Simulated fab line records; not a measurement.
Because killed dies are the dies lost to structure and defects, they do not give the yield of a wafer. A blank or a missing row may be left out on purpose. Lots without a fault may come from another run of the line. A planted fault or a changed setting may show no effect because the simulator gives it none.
fab line records	flow sky130
[record] lots = 10	wafers = 29	last-day = 49
route steps=708 shown METAL2@489 CAP2M@605 PAD_OPEN@708
lots untouched by any fault: they come from a run of this same line in which no faults occurred
start-h: hours from the record's first day to the start of the lot's first wafer shown	wait-h: hours since the lot's step before	" as in the row above	L1.1+2: a row that stands for several wafers	- either no value or no given start	* or withheld: withheld	< > ~ a bound
route shown NAME@n: a module of which the file shows steps, and the number in the route of the first	usual: mean and standard deviation over wafers with no fault	same: alike in all rows	chamber/n: place in a boat	sites: the reading at each site	_std_site: the values' standard deviation	_edge_site: outer sites' mean less inner sites'	radius-mm: how far each site lies from the wafer's centre	mask NAME#n: copy n	behind: the tool/chamber that last shaped the wafer	hold: why the lot went on hold/how many hours it stayed there/how the hold came to an end	device: whichever transistor did not switch (one of n, p or np)	end of line: the same wafers' tests at the end of the route	a step given without rows: its recipe and nothing more	killed: at the first sort, the dies lost to defects and structure; wafer yield is something else	map: a wafer's dies, x killed, . not, _ none there
set.NAME: the setting the step ran with; set.NAME@STEP: the setting that earlier step ran with	model.NAME: the simulator's own value behind a step, which no gauge read
a sample of lots followed through the steps of the route, with each step as a table and each wafer as a row
services: when a tool's chamber went out of use (start-h, in hours from the record's first day, below 0 if earlier), for how many hours, and the reason
[[steps]]
[step SKY_METAL2_THK_MEAS_06]
[recipe] thk-meas-gauge = xrf	reads = AlCu_of_METAL2_SPUTTER_02
[usual] METAL2_ALCU_THK = 247.6/2.6
lot.wafer	tool	chamber	start-h	wait-h	METAL2_ALCU_THK[nm]
L583.1	film-metro-02	-	780.44	0.1	244.4
L583.3	"	-	"	"	245.9
L583.5	"	-	"	"	247.3
L584.1	film-metro-02	-	794.86	0.1	245.9
L584.3	"	-	"	"	252.0
L584.4	"	-	"	"	247.6
L586.2	film-metro-04	-	844.11	0.1	242.4
L586.3	"	-	"	"	243.3
L586.5	"	-	"	"	241.3
L587.2	film-metro-04	-	845.37	0.1	248.8
L587.3	"	-	"	"	249.9
L587.4	"	-	"	"	248.1
L590.2	film-metro-04	-	848.17	0.1	242.9
L590.5	"	-	"	"	245.1
L590.6	"	-	"	"	242.6
L593.1	film-metro-04	-	864.90	0.1	249.0
L593.2	"	-	"	"	248.5
L593.4	"	-	"	"	247.0
L594.2	film-metro-03	-	874.24	0.1	245.5
L594.3	"	-	"	"	245.9
L594.4	"	-	"	"	247.8
L601.1	film-metro-04	-	932.38	0.1	252.4
L601.4	"	-	"	"	253.3
L601.6	"	-	"	"	255.4
L600.3	film-metro-04	-	935.37	0.1	248.5
L600.5	"	-	"	"	246.4
L602.1	film-metro-04	-	942.86	0.1	247.0
L602.4	"	-	"	"	248.8
L602.6	"	-	"	"	249.8
[step SKY_METAL2_CD_MEAS_15]
[recipe] target-cd-nm = 140
[usual] cd-nm = 139.8/1.6
lot.wafer	tool	chamber	start-h	wait-h	cd-nm
L583.1	cd-sem-02	-	807.73	-	139.2
L583.3	"	-	"	"	138.4
L583.5	"	-	"	"	138.5
L584.1	cd-sem-02	-	821.93	-	139.2
L584.3	"	-	"	"	138.1
L584.4	"	-	"	"	138.0
L586.2	cd-sem-01	-	869.92	-	140.6
L586.3	"	-	"	"	141.0
L586.5	"	-	"	"	140.4
L587.2	cd-sem-02	-	871.15	-	139.5
L587.3	"	-	"	"	138.4
L587.4	"	-	"	"	139.5
L590.2	cd-sem-02	-	874.35	-	139.5
L590.5	"	-	"	"	140.0
L590.6	"	-	"	"	139.6
L593.1	cd-sem-02	-	891.24	-	138.4
L593.2	"	-	"	"	140.0
L593.4	"	-	"	"	139.8
L594.2	cd-sem-01	-	900.47	-	141.1
L594.3	"	-	"	"	141.3
L594.4	"	-	"	"	140.1
L601.1	cd-sem-01	-	957.30	-	141.4
L601.4	"	-	"	"	140.4
L601.6	"	-	"	"	141.5
L600.3	cd-sem-01	-	959.74	-	141.5
L600.5	"	-	"	"	142.3
L602.1	cd-sem-01	-	967.80	-	139.2
L602.4	"	-	"	"	137.6
L602.6	"	-	"	"	137.4
[step SKY_METAL2_METAL_ETCH_19]
[recipe] target-depth-a = 3600	stop-on = SiO2	over-etch-frac = 0.3	time-s = 78	chemistry = Cl2/BCl3	resist-sidewall-deg = 88	pressure-mtorr = 10	icp-w = 900	bias-w = 48.5	Cl2_flow_sccm = 60	bcl3-flow-sccm = 30
[usual] drypump-motor-current-A = 5.9/0.37	oes-product-au = 0.856/0.006	throttle-valve-pct = 22.264/0.0095
lot.wafer	tool	chamber	start-h	wait-h	drypump-motor-current-A	oes-product-au	rf-hours-counter-h	throttle-valve-pct
L583.1	rie-metal-02	0	807.98	0.0	5.7	0.853	7	22.271
L583.3	"	1	"	"	5.7	0.858	-	22.264
L583.5	"	0	"	"	5.7	0.855	-	22.253
L584.1	rie-metal-03	0	822.18	0.0	5.7	0.850	16	22.266
L584.3	"	0	"	"	5.7	0.863	-	22.273
L584.4	"	1	"	"	6.6	0.849	-	22.270
L586.2	rie-metal-04	1	870.18	0.1	5.9	0.850	17	22.262
L586.3	"	0	"	"	5.8	0.850	-	22.261
L586.5	"	0	"	"	5.7	0.851	-	22.262
L587.2	rie-metal-02	0	871.38	0.0	5.7	0.856	10	22.260
L587.3	"	1	"	"	5.7	0.863	-	22.258
L587.4	"	0	"	"	5.7	0.860	-	22.264
L590.2	rie-metal-02	0	874.58	0.0	5.7	0.860	10	22.247
L590.5	"	0	"	"	5.7	0.850	-	22.248
L590.6	"	1	"	"	5.7	0.847	-	22.274
L593.1	rie-metal-02	1	891.50	0.0	5.7	0.865	4	22.274
L593.2	"	0	"	"	5.7	0.846	11	22.279
L593.4	"	1	"	"	5.7	0.858	-	22.277
L594.2	rie-metal-03	0	900.70	0.0	5.7	0.858	1	22.256
L594.3	"	1	"	"	6.6	0.853	-	22.269
L594.4	"	0	"	"	5.7	0.851	-	22.261
L601.1	rie-metal-02	0	957.55	0.0	5.7	0.868	14	22.281
L601.4	"	0	"	"	5.7	0.854	-	22.271
L601.6	"	0	"	"	5.7	0.841	-	22.246
L600.3	rie-metal-02	1	959.98	0.1	5.7	0.857	-	22.261
L600.5	"	1	"	"	5.7	0.848	-	22.271
L602.1	rie-metal-04	1	968.05	0.0	5.9	0.857	3	22.261
L602.4	"	1	"	"	5.8	0.864	-	22.265
L602.6	"	0	"	"	5.7	0.863	-	22.265
[step SKY_CAP2M_SPUTTER_02]
[recipe] material = TiN	target-thk-nm = 200	temp-c = 300	power-w = 6500	time-s = 166.7	chamber-pressure-pa = 0.4
[usual] substrate-temp-c = 300.02/0.17	throttle-valve-pct = 29.7/1
lot.wafer	tool	chamber	start-h	wait-h	substrate-temp-c	throttle-valve-pct
L583.1	pvd-sputter-04	-	919.19	0.1	300.00	30.6
L583.3	"	-	"	"	300.20	31.0
L583.5	"	-	"	"	300.19	31.3
L584.1	pvd-sputter-01	-	933.16	0.1	299.95	29.9
L584.3	"	-	"	"	300.10	27.9
L584.4	"	-	"	"	299.96	30.3
L586.2	pvd-sputter-01	-	977.24	0.0	299.93	30.3
L586.3	"	-	"	"	300.26	27.9
L586.5	"	-	"	"	299.98	29.7
L587.2	pvd-sputter-03	-	978.60	0.0	300.32	28.0
L587.3	"	-	"	"	299.78	30.6
L587.4	"	-	"	"	300.10	27.7
L590.2	pvd-sputter-01	-	981.45	0.0	299.96	30.4
L590.5	"	-	"	"	299.92	30.5
L590.6	"	-	"	"	299.78	29.3
L593.1	pvd-sputter-01	-	995.88	0.1	299.93	29.6
L593.2	"	-	"	"	300.00	28.1
L593.4	"	-	"	"	300.10	30.3
L594.2	pvd-sputter-01	-	1004.89	0.0	300.14	29.8
L594.3	"	-	"	"	300.24	28.1
L594.4	"	-	"	"	299.98	30.4
L601.1	pvd-sputter-04	-	1056.82	0.1	300.13	31.3
L601.4	"	-	"	"	299.80	30.4
L601.6	"	-	"	"	300.02	31.2
L600.3	pvd-sputter-01	-	1060.20	0.0	299.97	30.3
L600.5	"	-	"	"	300.10	30.0
L602.1	pvd-sputter-01	-	1066.58	0.1	300.13	29.4
L602.4	"	-	"	"	299.95	27.9
L602.6	"	-	"	"	299.71	29.4
[step SKY_CAP2M_RS_MEAS_03]
[recipe] thk-meas-gauge = four-point-probe	reads = TiN_of_CAP2M_SPUTTER_02
[usual] CAP2M_TIN_RS = 6.89/0.065
lot.wafer	tool	chamber	start-h	wait-h	CAP2M_TIN_RS[ohm/sq]
L583.1	film-metro-04	-	919.30	0.1	6.86
L583.3	"	-	"	"	6.88
L583.5	"	-	"	"	6.91
L584.1	film-metro-03	-	933.27	0.1	6.92
L584.3	"	-	"	"	6.95
L584.4	"	-	"	"	6.92
L586.2	film-metro-03	-	977.37	0.1	6.87
L586.3	"	-	"	"	6.90
L586.5	"	-	"	"	6.88
L587.2	film-metro-04	-	978.73	0.1	6.86
L587.3	"	-	"	"	6.74
L587.4	"	-	"	"	6.77
L590.2	film-metro-03	-	981.57	0.1	6.86
L590.5	"	-	"	"	6.77
L590.6	"	-	"	"	6.90
L593.1	film-metro-03	-	995.99	0.1	6.96
L593.2	"	-	"	"	7.02
L593.4	"	-	"	"	6.92
L594.2	film-metro-03	-	1005.02	0.1	6.86
L594.3	"	-	"	"	6.89
L594.4	"	-	"	"	6.86
L601.1	film-metro-04	-	1056.95	0.1	6.82
L601.4	"	-	"	"	6.93
L601.6	"	-	"	"	6.84
L600.3	film-metro-04	-	1060.35	0.1	6.95
L600.5	"	-	"	"	8.17
L602.1	film-metro-02	-	1066.69	0.1	6.90
L602.4	"	-	"	"	8.08
L602.6	"	-	"	"	6.88
[step SKY_CAP2M_THK_MEAS_04]
[recipe] thk-meas-gauge = xrf	reads = TiN_of_CAP2M_SPUTTER_02
[usual] CAP2M_TIN_THK = 198.9/2.1
lot.wafer	tool	chamber	start-h	wait-h	CAP2M_TIN_THK[nm]
L583.1	film-metro-04	-	919.42	0.1	200.6
L583.3	"	-	"	"	201.2
L583.5	"	-	"	"	200.6
L584.1	film-metro-03	-	933.39	0.1	197.0
L584.3	"	-	"	"	196.7
L584.4	"	-	"	"	196.3
L586.2	film-metro-03	-	977.48	0.1	199.2
L586.3	"	-	"	"	199.0
L586.5	"	-	"	"	199.5
L587.2	film-metro-04	-	978.84	0.1	199.3
L587.3	"	-	"	"	202.8
L587.4	"	-	"	"	201.9
L590.2	film-metro-03	-	981.68	0.1	199.9
L590.5	"	-	"	"	201.9
L590.6	"	-	"	"	197.8
L593.1	film-metro-03	-	996.11	0.1	196.3
L593.2	"	-	"	"	194.4
L593.4	"	-	"	"	198.2
L594.2	film-metro-03	-	1005.13	0.1	199.0
L594.3	"	-	"	"	199.4
L594.4	"	-	"	"	199.0
L601.1	film-metro-04	-	1057.07	0.1	201.3
L601.4	"	-	"	"	198.4
L601.6	"	-	"	"	200.0
L600.3	film-metro-04	-	1060.45	0.1	196.3
L600.5	"	-	"	"	168.7
L602.1	film-metro-02	-	1066.81	0.1	198.7
L602.4	"	-	"	"	170.1
L602.6	"	-	"	"	199.5
[step SKY_CAP2M_METAL_ETCH_13]
[recipe] target-depth-nm = 220	stop-on = SiO2	chemistry = Cl2/BCl3	target = TiN	pressure-mtorr = 10	icp-w = 900	bias-w = 48.5	Cl2_flow_sccm = 60	bcl3-flow-sccm = 30	time-s = 62.9
[usual] drypump-motor-current-A = 5.60/0.29	oes-product-au = 0.943/0.0072	throttle-valve-pct = 21.901/0.01
lot.wafer	tool	chamber	start-h	wait-h	drypump-motor-current-A	oes-product-au	rf-hours-counter-h	throttle-valve-pct
L583.1	rie-metal-01	0	943.42	0.0	5.68	0.949	15	21.899
L583.3	"	0	"	"	5.71	0.940	-	21.902
L583.5	"	0	"	"	5.70	0.940	-	21.919
L584.1	rie-metal-04	1	957.64	0.0	5.87	0.945	2	21.905
L584.3	"	1	"	"	5.92	0.937	-	21.893
L584.4	"	0	"	"	5.72	0.941	-	21.894
L586.2	rie-metal-02	1	1000.66	0.0	5.70	0.944	9	21.907
L586.3	"	0	"	"	5.70	0.945	-	21.901
L586.5	"	1	"	"	5.67	0.943	-	21.902
L587.2	rie-metal-01	0	1002.39	0.0	5.68	0.948	-	21.919
L587.3	"	0	"	"	5.70	0.954	-	21.896
L587.4	"	0	"	"	5.68	0.951	-	21.896
L590.2	rie-metal-02	1	1005.04	0.0	5.70	0.951	10	21.900
L590.5	"	0	"	"	5.71	0.957	-	21.898
L590.6	"	1	"	"	5.70	0.936	-	21.920
L593.1	rie-metal-04	0	1018.17	0.0	5.71	0.934	16	21.908
L593.2	"	1	"	"	5.85	0.935	4	21.902
L593.4	"	1	"	"	5.83	0.933	-	21.888
L594.2	rie-metal-01	1	1026.77	0.0	4.93	0.942	14	21.926
L594.3	"	0	"	"	5.68	0.950	-	21.900
L594.4	"	1	"	"	4.93	0.939	-	21.884
L601.1	rie-metal-02	0	1077.96	0.0	5.69	0.946	21	21.902
L601.4	"	1	"	"	5.72	0.940	-	21.915
L601.6	"	0	"	"	5.70	0.945	-	21.903
L600.3	rie-metal-01	1	1081.20	0.0	4.92	0.935	-	21.903
L600.5	"	0	"	"	5.70	0.851	-	21.956
L602.1	rie-metal-04	1	1086.44	0.0	5.86	0.936	9	21.910
L602.4	"	0	"	"	5.73	0.870	-	21.958
L602.6	"	1	"	"	5.85	0.937	-	21.900
[step SKY_PAD_OPEN_PROBE_99]
[usual] defect-limited-yield = 82.6/1.8	killed_at_M0_to_M3 = 43/7	killed_at_M4_up = 3.4/1.9	killed-at-contacts = 24/5.4	killed-at-front-end = 15/4.4	killed-at-other = 0.4/0.63	killed-dies = 86/9.1	killed-open = 46/6.6	killed-short = 39/6.6	sort_bin_3_pad_short = 0.9/0.46	sort_bin_5_function = 10.3/1.4	sort_bin_6_memory = 6.2/1.1	sort-n-pass = 406/9.1	sort-yield-pct = 82.6/1.8
[same] gross-dies = 492	killed-at-back-side = 0	sort_bin_4_leakage[%] = 0	sort_bin_8_speed[%] = 0
lot.wafer	tool	chamber	start-h	wait-h	defect-limited-yield[%]	killed_at_M0_to_M3	killed_at_M4_up	killed-at-contacts	killed-at-front-end	killed-at-other	killed-dies	killed-open	killed-short	sort_bin_3_pad_short[%]	sort_bin_5_function[%]	sort_bin_6_memory[%]	sort-n-pass	sort-yield-pct[%]
L583.1	prober-01	-	1064.20	0.1	81.7	50	3	25	12	0	90	50	40	1.2	11.4	5.7	402	81.7
L583.3	prober-01	-	1064.30	0.2	85.2	38	2	21	11	1	73	41	32	0.6	7.5	6.7	419	85.2
L583.5	prober-01	-	1064.40	0.2	84.3	43	2	19	13	0	77	40	37	0.2	11.2	4.3	415	84.3
L586.2	prober-01	-	1114.91	0.1	83.3	44	2	18	18	0	82	48	32	0.6	9.8	6.3	410	83.3
L586.3	prober-01	-	1114.96	0.2	82.7	39	4	21	21	0	85	54	31	0.2	11.8	5.3	407	82.7
L586.5	prober-01	-	1115.06	0.2	81.1	48	3	16	26	0	93	52	36	0.6	10.6	7.7	399	81.1
L594.2	prober-02	-	1136.51	0.1	81.7	47	4	27	12	0	90	51	39	1.0	10.0	7.3	402	81.7
L594.3	prober-02	-	1136.56	0.2	83.3	39	3	27	13	0	82	46	36	0.4	9.8	6.5	410	83.3
L594.4	prober-02	-	1136.61	0.2	82.7	45	2	23	15	0	85	47	38	1.8	8.9	6.5	407	82.7
L601.1	prober-02	-	1181.45	0.1	80.5	50	1	29	15	1	96	56	40	0.8	10.8	7.9	396	80.5
L601.4	prober-02	-	1181.60	0.2	82.5	39	4	26	17	0	86	53	33	0.4	10.2	6.9	406	82.5
L601.6	prober-02	-	1181.70	0.2	82.9	50	4	20	9	1	84	37	46	1.8	8.1	7.1	408	82.9
L600.3	prober-01	-	1183.05	0.2	84.6	44	2	24	6	0	76	45	31	0.4	8.3	6.7	416	84.6
L600.5	prober-01	-	1183.15	0.2	82.5	38	5	22	21	0	86	43	43	1.0	10.2	6.3	406	82.5
L602.4	prober-01	-	1187.39	0.2	84.3	41	2	23	11	0	77	41	36	0.4	10.8	4.5	415	84.3
// killed by level:class
L583.1 VIA1:geometric-particle:open=13 CONTACT:geometric-particle:open=10 LI_CONTACT:geometric-particle:open=7 METAL3:geometric-particle:short=6 POLY_GATE:geometric-particle:open=5 VIA1:geometric-particle:short=5 VIA2:geometric-particle:short=5 VIA3:geometric-particle:open=5
L583.3 VIA1:geometric-particle:open=12 LI_CONTACT:geometric-particle:short=6 LI_CONTACT:geometric-particle:open=6 CONTACT:geometric-particle:open=5 VIA3:geometric-particle:open=5 CONTACT:geometric-particle:short=4 VIA1:geometric-particle:short=4 VIA3:geometric-particle:short=4
L583.5 VIA1:geometric-particle:open=10 CONTACT:geometric-particle:open=6 METAL1:geometric-particle:short=6 VIA1:geometric-particle:short=6 VIA2:geometric-particle:open=6 FIELD_ISO:geometric-particle:open=5 LI_CONTACT:geometric-particle:open=5 LOCAL_INTERCONNECT:geometric-particle:short=5
L586.2 VIA1:geometric-particle:open=12 VIA1:geometric-particle:short=9 CONTACT:geometric-particle:open=8 VIA2:geometric-particle:open=8 SPACER:geometric-particle:open=5 LI_CONTACT:geometric-particle:open=5 VIA2:geometric-particle:short=4 VIA3:geometric-particle:open=4
L586.3 VIA1:geometric-particle:open=13 CONTACT:geometric-particle:open=9 LI_CONTACT:geometric-particle:open=8 FIELD_ISO:geometric-particle:open=6 POLY_GATE:geometric-particle:short=6 VIA1:geometric-particle:short=6 VIA3:geometric-particle:open=5 VIA2:geometric-particle:open=5
L586.5 VIA1:geometric-particle:open=18 CONTACT:geometric-particle:open=8 FIELD_ISO:geometric-particle:short=7 FIELD_ISO:geometric-particle:open=5 VIA2:geometric-particle:open=5 VIA3:geometric-particle:open=5 METAL2:geometric-particle:short=4 POLY_GATE:geometric-particle:short=4
L594.2 VIA1:geometric-particle:open=13 CONTACT:geometric-particle:open=10 CONTACT:geometric-particle:short=7 VIA2:geometric-particle:open=7 METAL1:geometric-particle:short=5 METAL4:geometric-particle:short=4 POLY_GATE:geometric-particle:open=4 LI_CONTACT:geometric-particle:short=4
L594.3 CONTACT:geometric-particle:open=12 VIA1:geometric-particle:open=11 LI_CONTACT:geometric-particle:open=8 METAL1:geometric-particle:short=6 POLY_GATE:geometric-particle:open=5 POLY_GATE:geometric-particle:short=4 VIA3:geometric-particle:open=4 METAL2:geometric-particle:short=4
L594.4 VIA1:geometric-particle:open=12 FIELD_ISO:geometric-particle:short=8 CONTACT:geometric-particle:open=7 LI_CONTACT:geometric-particle:open=6 CONTACT:geometric-particle:short=6 VIA2:geometric-particle:short=5 METAL2:geometric-particle:short=5 VIA2:geometric-particle:open=4
L601.1 CONTACT:geometric-particle:open=14 VIA2:geometric-particle:open=10 LI_CONTACT:geometric-particle:open=9 METAL2:geometric-particle:short=9 METAL1:geometric-particle:short=9 VIA1:geometric-particle:open=6 VIA3:geometric-particle:open=5 FIELD_ISO:geometric-particle:short=4
L601.4 LI_CONTACT:geometric-particle:open=10 VIA1:geometric-particle:open=9 METAL2:geometric-particle:short=7 VIA3:geometric-particle:open=6 FIELD_ISO:geometric-particle:open=5 POLY_GATE:geometric-particle:open=5 POLY_GATE:geometric-particle:short=4 LOCAL_INTERCONNECT:geometric-particle:short=4
L601.6 VIA1:geometric-particle:short=8 VIA1:geometric-particle:open=8 METAL2:geometric-particle:short=8 VIA3:geometric-particle:open=8 CONTACT:geometric-particle:open=7 VIA2:geometric-particle:open=6 LI_CONTACT:geometric-particle:open=5 CONTACT:geometric-particle:short=4
L600.3 CONTACT:geometric-particle:open=11 VIA1:geometric-particle:open=10 VIA2:geometric-particle:open=9 METAL2:geometric-particle:short=7 LI_CONTACT:geometric-particle:open=5 VIA3:geometric-particle:short=5 VIA3:geometric-particle:open=4 LOCAL_INTERCONNECT:geometric-particle:short=3
L600.5 CONTACT:geometric-particle:open=13 VIA3:geometric-particle:open=6 VIA2:geometric-particle:open=6 VIA1:geometric-particle:open=5 POLY_GATE:geometric-particle:open=5 METAL1:geometric-particle:short=5 VIA1:geometric-particle:short=5 POLY_GATE:geometric-particle:short=4
L602.4 VIA1:geometric-particle:open=8 CONTACT:geometric-particle:open=7 VIA2:geometric-particle:open=7 VIA3:geometric-particle:open=6 LI_CONTACT:geometric-particle:short=5 LI_CONTACT:geometric-particle:open=5 VIA1:geometric-particle:short=5 METAL2:geometric-particle:short=4
[[services]]
tool	chamber	start-h	hours	kind
rie-metal-01	-	789.68	0.4	repair
rie-metal-01	1	791.01	18.2	repair
pvd-sputter-03	-	794.92	6.0	repair
rie-metal-02	-	823.72	2.8	pm
rie-metal-01	-	833.42	4.0	pm
rie-metal-03	0	864.41	-	clean
rie-metal-03	0	864.41	17.3	scheduled-down
rie-metal-03	0	864.41	17.3	vent-cycle
rie-metal-04	1	892.46	-	clean
rie-metal-04	1	892.46	19.4	scheduled-down
rie-metal-04	1	892.46	19.4	vent-cycle
rie-metal-01	-	902.66	15.6	pm
pvd-sputter-01	-	911.04	14.2	repair
rie-metal-01	-	923.76	2.7	repair
pvd-sputter-03	-	945.81	0.8	repair
rie-metal-01	-	985.16	2.6	repair
rie-metal-04	1	997.98	14.3	repair
rie-metal-01	1	998.53	12.9	repair
pvd-sputter-01	-	1025.90	3.3	repair
[[key]]
[first-sign] step = SKY_CAP2M_RS_MEAS_03	reading = CAP2M_TIN_RS	direction = up	sigmas = 19	usual = 6.89	struck = 8.12
[effect] step = SKY_CAP2M_THK_MEAS_04	reading = CAP2M_TIN_THK	direction = down	sigmas = 14	usual = 198.9	struck = 169.4
[effect] step = SKY_CAP2M_METAL_ETCH_13	reading = oes-product-au	direction = down	sigmas = 12	usual = 0.943	struck = 0.861
met-at SKY_CAP2M_SPUTTER_02
struck-lots L600,L602
struck-wafers L600.5,L602.4
not-acting-at SKY_METAL2_THK_MEAS_06,SKY_METAL2_CD_MEAS_15,SKY_METAL2_METAL_ETCH_19
onset-between 1004.89 1060.20
[fault] kind = process-parameter-drift	tool = pvd-sputter-01	chamber = -	onset-h = 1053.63	steps = SKY_CAP2M_SPUTTER_02	channel = time-s	offset = *	shape = step	end-h = 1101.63	scope = struck-wafers-only	acts-in = *	stated = *
